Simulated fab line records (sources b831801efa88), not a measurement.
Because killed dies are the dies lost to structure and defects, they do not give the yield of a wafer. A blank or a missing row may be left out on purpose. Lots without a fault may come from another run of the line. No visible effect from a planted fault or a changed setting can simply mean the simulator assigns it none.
Which of the tools did it? / flow sky130 / 14 lots with 42 wafers sampled at 3 steps, on a route of 708 steps

WHAT THE GAUGES SHOWED, per wafer
SKY_NWELL_RS_MEAS_29: the measuring method here is four-point-probe.
lot=L429; measured=day 5 22:32; on=filmMetro-04; NWELL_RS (ohm/sq)=627.8 627.0 627.7
lot=L430; measured=day 6 04:28; on=filmMetro-03; NWELL_RS (ohm/sq)=624.1 625.8 625.6
lot=L433; measured=day 6 19:10; on=filmMetro-01; NWELL_RS (ohm/sq)=624.0 623.9 626.2
lot=L434; measured=day 7 03:35; on=filmMetro-04; NWELL_RS (ohm/sq)=627.7 624.4 626.7
lot=L435; measured=day 7 10:17; on=filmMetro-04; NWELL_RS (ohm/sq)=626.0 626.3 626.3
lot=L436; measured=day 7 12:34; on=filmMetro-01; NWELL_RS (ohm/sq)=626.9 624.7 626.1
lot=L438; measured=day 8 04:11; on=filmMetro-03; NWELL_RS (ohm/sq)=625.2 622.4 623.6
lot=L442; measured=day 9 01:41; on=filmMetro-01; NWELL_RS (ohm/sq)=627.8 626.6 626.4
lot=L443; measured=day 9 11:50; on=filmMetro-03; NWELL_RS (ohm/sq)=624.4 625.0 627.9
lot=L444; measured=day 9 17:39; on=filmMetro-01; NWELL_RS (ohm/sq)=623.8 624.2 626.2
lot=L447; measured=day 10 09:22; on=filmMetro-04; NWELL_RS (ohm/sq)=625.5 626.4 626.8
lot=L448; measured=day 10 12:05; on=filmMetro-03; NWELL_RS (ohm/sq)=624.3 625.5 625.4
lot=L449; measured=day 10 19:07; on=filmMetro-01; NWELL_RS (ohm/sq)=626.5 625.8 625.9
lot=L450; measured=day 11 02:10; on=filmMetro-03; NWELL_RS (ohm/sq)=623.8 623.3 624.7

SKY_VT_ADJUST_NCORE_CD_MEAS_07: the cd target is 380 nm.
lot=L429; measured=day 9 05:41; on=cdSem-02; cdNm (nm)=375.8 374.9 376.9
lot=L430; measured=day 9 12:20; on=cdSem-02; cdNm (nm)=381.9 380.3 379.4
lot=L433; measured=day 10 06:19; on=cdSem-01; cdNm (nm)=380.6 380.0 381.4
lot=L434; measured=day 10 17:35; on=cdSem-02; cdNm (nm)=380.9 382.3 383.2
lot=L435; measured=day 10 23:14; on=cdSem-02; cdNm (nm)=374.6 375.3 373.7
lot=L436; measured=day 11 01:11; on=cdSem-01; cdNm (nm)=381.6 377.6 379.5
lot=L438; measured=day 11 19:59; on=cdSem-02; cdNm (nm)=382.7 380.1 380.9
lot=L442; measured=day 12 21:29; on=cdSem-01; cdNm (nm)=377.5 378.2 378.7
lot=L443; measured=day 13 08:23; on=cdSem-02; cdNm (nm)=378.9 380.8 382.7
lot=L444; measured=day 13 16:27; on=cdSem-02; cdNm (nm)=381.5 382.3 380.5
lot=L447; measured=day 14 09:57; on=cdSem-01; cdNm (nm)=381.9 380.5 383.0
lot=L448; measured=day 14 12:41; on=cdSem-02; cdNm (nm)=380.2 379.6 380.5
lot=L449; measured=day 14 21:26; on=cdSem-02; cdNm (nm)=378.9 380.6 378.7
lot=L450; measured=day 15 05:59; on=cdSem-01; cdNm (nm)=380.1 376.8 378.3

SKY_SONOS_TUNNEL_OVL_MEAS_08.
lot=L429; measured=day 12 01:52; on=overlay-01; SONOS_TUNNEL_OVL (nm)=-0.5 -0.6 0.2
lot=L430; measured=day 12 16:39; on=overlay-01; SONOS_TUNNEL_OVL (nm)=0.7 -0.4 0.8
lot=L433; measured=day 13 05:04; on=overlay-02; SONOS_TUNNEL_OVL (nm)=-2.6 -3.8 -3.1
lot=L434; measured=day 13 17:45; on=overlay-02; SONOS_TUNNEL_OVL (nm)=0.2 -2.3 0.2
lot=L435; measured=day 13 23:47; on=overlay-02; SONOS_TUNNEL_OVL (nm)=-2.5 -0.9 -2.1
lot=L436; measured=day 14 02:58; on=overlay-02; SONOS_TUNNEL_OVL (nm)=-3.7 -3.7 -1.7
lot=L438; measured=day 14 23:58; on=overlay-01; SONOS_TUNNEL_OVL (nm)=-2.4 -1.8 -2.4
lot=L442; measured=day 16 04:01; on=overlay-01; SONOS_TUNNEL_OVL (nm)=-0.9 -4.2 -3.5
lot=L443; measured=day 16 17:11; on=overlay-02; SONOS_TUNNEL_OVL (nm)=-0.1 -1.9 -1.3
lot=L444; measured=day 17 03:10; on=overlay-01; SONOS_TUNNEL_OVL (nm)=1.4 -0.1 -0.2
lot=L447; measured=day 17 20:40; on=overlay-02; SONOS_TUNNEL_OVL (nm)=-0.4 -1.7 -1.9
lot=L448; measured=day 18 00:26; on=overlay-01; SONOS_TUNNEL_OVL (nm)=-0.6 0.8 0.8
lot=L449; measured=day 18 10:52; on=overlay-02; SONOS_TUNNEL_OVL (nm)=-0.4 -2.6 -3.5
lot=L450; measured=day 18 20:03; on=overlay-01; SONOS_TUNNEL_OVL (nm)=-1.8 -0.3 1.1

WHAT TOOL EACH LOT RAN ON (gives the tool, then ch and the chambers of the sampled wafers, and finally the start)
Record: no process step prior to these readings.

AS READ BY THE TOOLS THEMSELVES (means over the sampled wafers that have a number; for cases with no such wafer, the mark the record gives instead)
The record holds no such reading with a usual standard deviation.

THE ANSWER, worked out from the rows above alone
Rule: what is usual is taken from the lots themselves. The widest of any qualifying gaps counts: lots, ordered by their means at a reading, are off when they make up no more than a third of the lots, leave a main group of 4 or more, and stand apart from it by 3 or more times the standard deviation of that group's means. The tables above print the reading to a certain number of digits; a main group whose means all agree to those digits is not used. Also off: a lot with no number at a reading for which 4 or more lots have one. The other lots that the step has rows for count as sound. First the gauges in route order, then the tools' own readings, where a lot's mean is used as printed above. At the first step where some lot is off, the reading lying furthest off is the one used; lots without a number count as furthest.
No lot is off at any reading shown: from this, nothing can be told.

WHAT HAD BEEN PUT IN BY THE SIMULATOR
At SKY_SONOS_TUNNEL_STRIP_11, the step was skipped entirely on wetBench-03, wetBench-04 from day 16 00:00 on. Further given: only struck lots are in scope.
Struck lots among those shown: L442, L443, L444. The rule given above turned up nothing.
